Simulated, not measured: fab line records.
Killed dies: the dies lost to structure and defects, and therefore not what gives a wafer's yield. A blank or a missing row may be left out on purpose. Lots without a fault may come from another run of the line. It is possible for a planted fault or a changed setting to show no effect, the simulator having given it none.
Which of the tools did it? / flow sky130 / Sampling: 10 lots, 30 wafers, 7 of 708 route steps

== WHAT THE GAUGES READ, wafer by wafer ==
The record lacks any reading of a measuring or inspecting step that a usual standard deviation could be used to judge.

== EACH LOT AND THE TOOL THAT RAN IT (in order: tool; ch and the chambers of the sampled wafers; start) ==
lot=L583; SKY_VIA3_CMP_02=cmp-01 ch 0,1, day 38 18:53; SKY_METAL4_SPUTTER_00=pvd_sputter-02, day 39 21:02; SKY_METAL4_ETCH_16=rie_metal-01 ch 0,1, day 41 21:35; SKY_METAL4_ETCH_17=rie_diel-02 ch 1,2,3, day 41 21:40; SKY_METAL4_METAL_ETCH_18=rie_metal-03 ch 0,1, day 41 21:41; SKY_VIA4_ETCH_12=rie_diel-02 ch 0,2,3, day 42 21:46; SKY_PAD_OPEN_PROBE_99=-
lot=L584; SKY_VIA3_CMP_02=cmp-01 ch 0,3, day 38 21:56; SKY_METAL4_SPUTTER_00=pvd_sputter-04, day 40 00:14; SKY_METAL4_ETCH_16=rie_metal-02 ch 0, day 42 01:40; SKY_METAL4_ETCH_17=rie_diel-02 ch 1,2,3, day 42 01:46; SKY_METAL4_METAL_ETCH_18=rie_metal-01 ch 0,1, day 42 01:47; SKY_VIA4_ETCH_12=rie_diel-01 ch 0,2,3, day 43 01:37; SKY_PAD_OPEN_PROBE_99=-
lot=L585; SKY_VIA3_CMP_02=cmp-01 ch 0,1,2, day 39 10:29; SKY_METAL4_SPUTTER_00=pvd_sputter-02, day 40 13:14; SKY_METAL4_ETCH_16=rie_metal-01 ch 1, day 42 12:53; SKY_METAL4_ETCH_17=rie_diel-01 ch 2,3, day 42 12:58; SKY_METAL4_METAL_ETCH_18=rie_metal-03 ch 0,1, day 42 12:59; SKY_VIA4_ETCH_12=rie_diel-01 ch 1,2, day 43 12:59; SKY_PAD_OPEN_PROBE_99=-
lot=L588; SKY_VIA3_CMP_02=cmp-02 ch 0,3, day 40 16:03; SKY_METAL4_SPUTTER_00=pvd_sputter-01, day 41 17:38; SKY_METAL4_ETCH_16=rie_metal-03 ch 0,1, day 43 16:38; SKY_METAL4_ETCH_17=rie_diel-02 ch 0,1,2, day 43 16:44; SKY_METAL4_METAL_ETCH_18=rie_metal-02 ch 0,1, day 43 16:44; SKY_VIA4_ETCH_12=rie_diel-01 ch 0,3, day 44 16:04; SKY_PAD_OPEN_PROBE_99=-
lot=L590; SKY_VIA3_CMP_02=cmp-02 ch 1,2,3, day 41 09:36; SKY_METAL4_SPUTTER_00=pvd_sputter-02, day 42 10:41; SKY_METAL4_ETCH_16=rie_metal-02 ch 0,1, day 44 09:01; SKY_METAL4_ETCH_17=rie_diel-03 ch 0,1,2, day 44 09:07; SKY_METAL4_METAL_ETCH_18=rie_metal-01 ch 0,1, day 44 09:08; SKY_VIA4_ETCH_12=rie_diel-02 ch 1,2, day 45 07:37; SKY_PAD_OPEN_PROBE_99=-
lot=L592; SKY_VIA3_CMP_02=cmp-01 ch 2,3, day 41 10:51; SKY_METAL4_SPUTTER_00=pvd_sputter-04, day 42 11:41; SKY_METAL4_ETCH_16=rie_metal-02 ch 0,1, day 44 10:35; SKY_METAL4_ETCH_17=rie_diel-02 ch 0,1, day 44 10:41; SKY_METAL4_METAL_ETCH_18=rie_metal-01 ch 0,1, day 44 10:41; SKY_VIA4_ETCH_12=rie_diel-01 ch 1,3, day 45 09:59; SKY_PAD_OPEN_PROBE_99=-
lot=L596; SKY_VIA3_CMP_02=cmp-01 ch 0,2,3, day 42 14:56; SKY_METAL4_SPUTTER_00=pvd_sputter-01, day 43 15:28; SKY_METAL4_ETCH_16=rie_metal-02 ch 1, day 45 12:42; SKY_METAL4_ETCH_17=rie_diel-02 ch 1,2,3, day 45 12:53; SKY_METAL4_METAL_ETCH_18=rie_metal-01 ch 0,1, day 45 12:55; SKY_VIA4_ETCH_12=rie_diel-04 ch 0,1,2, day 46 10:20; SKY_PAD_OPEN_PROBE_99=prober-01, day 49 03:04
lot=L597; SKY_VIA3_CMP_02=cmp-01 ch 0,1,2, day 42 23:16; SKY_METAL4_SPUTTER_00=pvd_sputter-01, day 44 00:04; SKY_METAL4_ETCH_16=rie_metal-02 ch 1, day 45 20:23; SKY_METAL4_ETCH_17=rie_diel-01 ch 0,1, day 45 20:32; SKY_METAL4_METAL_ETCH_18=rie_metal-01 ch 0,1, day 45 20:34; SKY_VIA4_ETCH_12=rie_diel-04 ch 0,3, day 46 17:52; SKY_PAD_OPEN_PROBE_99=prober-02, day 49 08:28
lot=L604; SKY_VIA3_CMP_02=cmp-01 ch 1,2,3, day 45 02:01; SKY_METAL4_SPUTTER_00=pvd_sputter-01, day 46 01:00; SKY_METAL4_ETCH_16=rie_metal-01 ch 0,1, day 47 18:17; SKY_METAL4_ETCH_17=rie_diel-02 ch 2,3, day 47 18:23; SKY_METAL4_METAL_ETCH_18=rie_metal-02 ch 0,1, day 47 18:24; SKY_VIA4_ETCH_12=rie_diel-04 ch 0,2,3, day 48 13:50; SKY_PAD_OPEN_PROBE_99=-
lot=L605; SKY_VIA3_CMP_02=cmp-02 ch 0,3, day 45 02:44; SKY_METAL4_SPUTTER_00=pvd_sputter-04, day 46 01:44; SKY_METAL4_ETCH_16=rie_metal-01 ch 0,1, day 47 18:59; SKY_METAL4_ETCH_17=rie_diel-03 ch 0,1, day 47 19:02; SKY_METAL4_METAL_ETCH_18=rie_metal-02 ch 0,1, day 47 19:07; SKY_VIA4_ETCH_12=rie_diel-04 ch 1,2, day 48 15:31; SKY_PAD_OPEN_PROBE_99=-
- SKY_VIA3_CMP_02: polishes SiO2.
- SKY_METAL4_SPUTTER_00: material Ti, target thk 15 nm, time 10 s.
- SKY_METAL4_ETCH_16: etches BARC in N2/H2, stops on SiO2, time 88.2 s, target depth 60 nm.
- SKY_METAL4_ETCH_17: etches SiO2 in C4F8/O2/Ar, stops on TiN, time 3.9 s, target depth 15 nm.
- SKY_METAL4_METAL_ETCH_18: etches the open film in Cl2/BCl3, stops on SiO2, target depth 845 nm, time 183.1 s.
- SKY_VIA4_ETCH_12: etches SiO2 in C4F8/O2/Ar, stops on TiN, target depth 580 nm.
- SKY_PAD_OPEN_PROBE_99

== AS READ BY THE TOOLS THEMSELVES (means over the sampled wafers that have a number; for cases with no such wafer, the mark the record gives instead) ==
SKY_VIA3_CMP_02. Usual: head_pressure_psi 4.000 psi, standard deviation 0.0099; motor_current_A 12.4 A, standard deviation 1.5; platen_rpm 59.99 rpm, standard deviation 0.046; retaining_ring_pressure_frac 1.000, standard deviation 0.005.
lot=L583; tool=cmp-01; head_pressure_psi (psi)=4.003; motor_current_A (A)=14.0; platen_rpm (rpm)=60.01; retaining_ring_pressure_frac=0.997; flag=
lot=L584; tool=cmp-01; head_pressure_psi (psi)=4.007; motor_current_A (A)=12.0; platen_rpm (rpm)=59.98; retaining_ring_pressure_frac=0.997; flag=
lot=L585; tool=cmp-01; head_pressure_psi (psi)=3.997; motor_current_A (A)=13.8; platen_rpm (rpm)=59.99; retaining_ring_pressure_frac=0.999; flag=
lot=L588; tool=cmp-02; head_pressure_psi (psi)=4.001; motor_current_A (A)=10.2; platen_rpm (rpm)=60.02; retaining_ring_pressure_frac=1.003; flag=
lot=L590; tool=cmp-02; head_pressure_psi (psi)=4.003; motor_current_A (A)=11.0; platen_rpm (rpm)=59.97; retaining_ring_pressure_frac=0.999; flag=
lot=L592; tool=cmp-01; head_pressure_psi (psi)=4.007; motor_current_A (A)=12.3; platen_rpm (rpm)=59.99; retaining_ring_pressure_frac=0.998; flag=
lot=L596; tool=cmp-01; head_pressure_psi (psi)=3.995; motor_current_A (A)=12.8; platen_rpm (rpm)=59.95; retaining_ring_pressure_frac=0.998; flag=
lot=L597; tool=cmp-01; head_pressure_psi (psi)=4.004; motor_current_A (A)=13.7; platen_rpm (rpm)=59.97; retaining_ring_pressure_frac=1.000; flag=
lot=L604; tool=cmp-01; head_pressure_psi (psi)=3.994; motor_current_A (A)=12.6; platen_rpm (rpm)=60.01; retaining_ring_pressure_frac=0.999; flag=
lot=L605; tool=cmp-02; head_pressure_psi (psi)=3.991; motor_current_A (A)=11.4; platen_rpm (rpm)=59.95; retaining_ring_pressure_frac=0.998; flag=

SKY_METAL4_SPUTTER_00. Usual: throttle_valve_pct 29.7 %, standard deviation 0.83.
lot=L583; tool=pvd_sputter-02; throttle_valve_pct (%)=30.0; flag=
lot=L584; tool=pvd_sputter-04; throttle_valve_pct (%)=30.2; flag=
lot=L585; tool=pvd_sputter-02; throttle_valve_pct (%)=29.6; flag=
lot=L588; tool=pvd_sputter-01; throttle_valve_pct (%)=29.2; flag=
lot=L590; tool=pvd_sputter-02; throttle_valve_pct (%)=29.4; flag=
lot=L592; tool=pvd_sputter-04; throttle_valve_pct (%)=30.1; flag=
lot=L596; tool=pvd_sputter-01; throttle_valve_pct (%)=29.5; flag=
lot=L597; tool=pvd_sputter-01; throttle_valve_pct (%)=29.9; flag=
lot=L604; tool=pvd_sputter-01; throttle_valve_pct (%)=29.3; flag=
lot=L605; tool=pvd_sputter-04; throttle_valve_pct (%)=30.5; flag=

SKY_METAL4_ETCH_16. Usual: drypump_motor_current_A 5.7 A, standard deviation 0.31; n2_flow_sccm 100.1 sccm, standard deviation 0.3; oes_product_au 0.626 a.u., standard deviation 0.0045; run_length_s 116.8 s, standard deviation 0.3; throttle_valve_pct 13.205 %, standard deviation 0.0091.
lot=L583; tool=rie_metal-01; drypump_motor_current_A (A)=5.5; n2_flow_sccm (sccm)=100.3; oes_product_au (a.u.)=0.625; run_length_s (s)=116.9; throttle_valve_pct (%)=13.203; flag=
lot=L584; tool=rie_metal-02; drypump_motor_current_A (A)=5.5; n2_flow_sccm (sccm)=99.8; oes_product_au (a.u.)=0.623; run_length_s (s)=116.9; throttle_valve_pct (%)=13.199; flag=
lot=L585; tool=rie_metal-01; drypump_motor_current_A (A)=6.0; n2_flow_sccm (sccm)=99.9; oes_product_au (a.u.)=0.626; run_length_s (s)=116.7; throttle_valve_pct (%)=13.203; flag=
lot=L588; tool=rie_metal-03; drypump_motor_current_A (A)=5.7; n2_flow_sccm (sccm)=100.2; oes_product_au (a.u.)=0.629; run_length_s (s)=116.5; throttle_valve_pct (%)=13.212; flag=
lot=L590; tool=rie_metal-02; drypump_motor_current_A (A)=5.9; n2_flow_sccm (sccm)=100.0; oes_product_au (a.u.)=0.625; run_length_s (s)=117.0; throttle_valve_pct (%)=13.212; flag=
lot=L592; tool=rie_metal-02; drypump_motor_current_A (A)=5.9; n2_flow_sccm (sccm)=99.7; oes_product_au (a.u.)=0.626; run_length_s (s)=116.9; throttle_valve_pct (%)=13.206; flag=
lot=L596; tool=rie_metal-02; drypump_motor_current_A (A)=6.1; n2_flow_sccm (sccm)=100.1; oes_product_au (a.u.)=0.983; run_length_s (s)=61.7; throttle_valve_pct (%)=13.241; flag=OFF
lot=L597; tool=rie_metal-02; drypump_motor_current_A (A)=6.1; n2_flow_sccm (sccm)=100.0; oes_product_au (a.u.)=0.997; run_length_s (s)=61.8; throttle_valve_pct (%)=13.236; flag=OFF
lot=L604; tool=rie_metal-01; drypump_motor_current_A (A)=5.7; n2_flow_sccm (sccm)=100.0; oes_product_au (a.u.)=0.623; run_length_s (s)=116.8; throttle_valve_pct (%)=13.213; flag=
lot=L605; tool=rie_metal-01; drypump_motor_current_A (A)=5.7; n2_flow_sccm (sccm)=99.9; oes_product_au (a.u.)=0.630; run_length_s (s)=116.9; throttle_valve_pct (%)=13.198; flag=

SKY_METAL4_ETCH_17. Usual: oes_product_au 0.757 a.u., standard deviation 0.0078.
lot=L583; tool=rie_diel-02; oes_product_au (a.u.)=0.755; flag=
lot=L584; tool=rie_diel-02; oes_product_au (a.u.)=0.762; flag=
lot=L585; tool=rie_diel-01; oes_product_au (a.u.)=0.754; flag=
lot=L588; tool=rie_diel-02; oes_product_au (a.u.)=0.763; flag=
lot=L590; tool=rie_diel-03; oes_product_au (a.u.)=0.757; flag=
lot=L592; tool=rie_diel-02; oes_product_au (a.u.)=0.760; flag=
lot=L596; tool=rie_diel-02; oes_product_au (a.u.)=0.685; flag=OFF
lot=L597; tool=rie_diel-01; oes_product_au (a.u.)=0.712; flag=OFF
lot=L604; tool=rie_diel-02; oes_product_au (a.u.)=0.759; flag=
lot=L605; tool=rie_diel-03; oes_product_au (a.u.)=0.768; flag=

SKY_METAL4_METAL_ETCH_18. Usual: drypump_motor_current_A 5.7 A, standard deviation 0.31; oes_product_au 0.865 a.u., standard deviation 0.0066; run_length_s 211.7 s, standard deviation 0.31; throttle_valve_pct 22.264 %, standard deviation 0.0093.
lot=L583; tool=rie_metal-03; drypump_motor_current_A (A)=5.7; oes_product_au (a.u.)=0.867; run_length_s (s)=211.3; throttle_valve_pct (%)=22.265; flag=
lot=L584; tool=rie_metal-01; drypump_motor_current_A (A)=5.4; oes_product_au (a.u.)=0.861; run_length_s (s)=211.9; throttle_valve_pct (%)=22.264; flag=
lot=L585; tool=rie_metal-03; drypump_motor_current_A (A)=5.7; oes_product_au (a.u.)=0.866; run_length_s (s)=211.5; throttle_valve_pct (%)=22.270; flag=
lot=L588; tool=rie_metal-02; drypump_motor_current_A (A)=5.7; oes_product_au (a.u.)=0.871; run_length_s (s)=211.7; throttle_valve_pct (%)=22.256; flag=
lot=L590; tool=rie_metal-01; drypump_motor_current_A (A)=5.7; oes_product_au (a.u.)=0.862; run_length_s (s)=211.7; throttle_valve_pct (%)=22.265; flag=
lot=L592; tool=rie_metal-01; drypump_motor_current_A (A)=5.7; oes_product_au (a.u.)=0.871; run_length_s (s)=212.0; throttle_valve_pct (%)=22.263; flag=
lot=L596; tool=rie_metal-01; drypump_motor_current_A (A)=5.7; oes_product_au (a.u.)=0.775; run_length_s (s)=212.0; throttle_valve_pct (%)=22.261; flag=OFF
lot=L597; tool=rie_metal-01; drypump_motor_current_A (A)=5.7; oes_product_au (a.u.)=0.804; run_length_s (s)=211.8; throttle_valve_pct (%)=22.272; flag=OFF
lot=L604; tool=rie_metal-02; drypump_motor_current_A (A)=5.9; oes_product_au (a.u.)=0.872; run_length_s (s)=211.9; throttle_valve_pct (%)=22.266; flag=
lot=L605; tool=rie_metal-02; drypump_motor_current_A (A)=5.7; oes_product_au (a.u.)=0.871; run_length_s (s)=211.8; throttle_valve_pct (%)=22.266; flag=

SKY_VIA4_ETCH_12. Usual: oes_product_au 0.926 a.u., standard deviation 0.0043.
lot=L583; tool=rie_diel-02; oes_product_au (a.u.)=0.931; flag=
lot=L584; tool=rie_diel-01; oes_product_au (a.u.)=0.929; flag=
lot=L585; tool=rie_diel-01; oes_product_au (a.u.)=0.924; flag=
lot=L588; tool=rie_diel-01; oes_product_au (a.u.)=0.925; flag=
lot=L590; tool=rie_diel-02; oes_product_au (a.u.)=0.924; flag=
lot=L592; tool=rie_diel-01; oes_product_au (a.u.)=0.927; flag=
lot=L596; tool=rie_diel-04; oes_product_au (a.u.)=0.929; flag=
lot=L597; tool=rie_diel-04; oes_product_au (a.u.)=0.927; flag=
lot=L604; tool=rie_diel-04; oes_product_au (a.u.)=0.922; flag=
lot=L605; tool=rie_diel-04; oes_product_au (a.u.)=0.929; flag=

SKY_PAD_OPEN_PROBE_99. Usual: defect_limited_yield 82.9 %, standard deviation 2; killed_at_M0_to_M3 42, standard deviation 7.4; killed_at_M4_up 3.3, standard deviation 2.1; killed_at_contacts 24, standard deviation 5.3; killed_at_front_end 15, standard deviation 4.5; killed_at_other 0.3, standard deviation 0.57; killed_dies 84, standard deviation 10; killed_on_rim 17, standard deviation 3.8; killed_open 46, standard deviation 7.5; killed_short 38, standard deviation 6.4; sort_bin_3_pad_short 0.9 %, standard deviation 0.44; sort_bin_5_function 10.2 %, standard deviation 1.5; sort_bin_6_memory 6.0 %, standard deviation 1.1; sort_n_pass 408, standard deviation 10; sort_yield_pct 82.9 %, standard deviation 2.
lot=L596; tool=prober-01; defect_limited_yield (%)=49.1; killed_at_M0_to_M3=48; killed_at_M4_up=165.7; killed_at_contacts=24; killed_at_front_end=12; killed_at_other=0.3; killed_dies=250; killed_on_rim=65; killed_open=48; killed_short=39; sort_bin_3_pad_short (%)=1.2; sort_bin_5_function (%)=42.8; sort_bin_6_memory (%)=6.8; sort_n_pass=242; sort_yield_pct (%)=49.1; flag=OFF
lot=L597; tool=prober-02; defect_limited_yield (%)=59.4; killed_at_M0_to_M3=45; killed_at_M4_up=122.3; killed_at_contacts=22; killed_at_front_end=10; killed_at_other=0.0; killed_dies=200; killed_on_rim=35; killed_open=45; killed_short=37; sort_bin_3_pad_short (%)=0.9; sort_bin_5_function (%)=34.1; sort_bin_6_memory (%)=5.7; sort_n_pass=292; sort_yield_pct (%)=59.4; flag=OFF

== THE ANSWER, worked out from the rows above alone ==
Rule: a lot counts as off when the mean over its wafers that have a number is more than 3 standard deviations away from the usual mean. A lot without any number at a reading at which 4 lots or more have one is off too. All remaining lots with rows at the step are treated as sound. Order of review: gauges by route order, followed by the tools' own readings, for which a lot's mean as printed above is used. At the first step where some lot is off, the reading lying furthest off is the one used; lots without a number count as furthest.
Off, at SKY_METAL4_ETCH_16 on run_length_s: L596, L597.
If a tool, at that step or one of the process steps before it, ran each lot that is off and ran no sound lot following the first of them, it fits. One candidate fits, namely rie_metal-02 at SKY_METAL4_ETCH_16. A fault onset in the window from L592 (day 44 10:35, its last sound lot) to L596 (day 45 12:42, its first lot off) fits.
The tool's own readings at SKY_METAL4_ETCH_16 bear it out: on the lots that are off they differ by more than 5 times the standard deviation of the sound lots' means. oes_product_au reads 0.990 a.u. there against 0.626 a.u. on the sound lots; run_length_s reads 61.8 s there against 116.8 s on the sound lots; throttle_valve_pct reads 13.239 % there against 13.206 % on the sound lots.

== WHAT THE SIMULATOR HAD PUT IN ==
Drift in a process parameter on rie_metal-02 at SKY_METAL4_ETCH_16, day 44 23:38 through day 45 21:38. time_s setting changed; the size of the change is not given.
Lots struck among those shown: L596, L597. Same finding as the rule above.
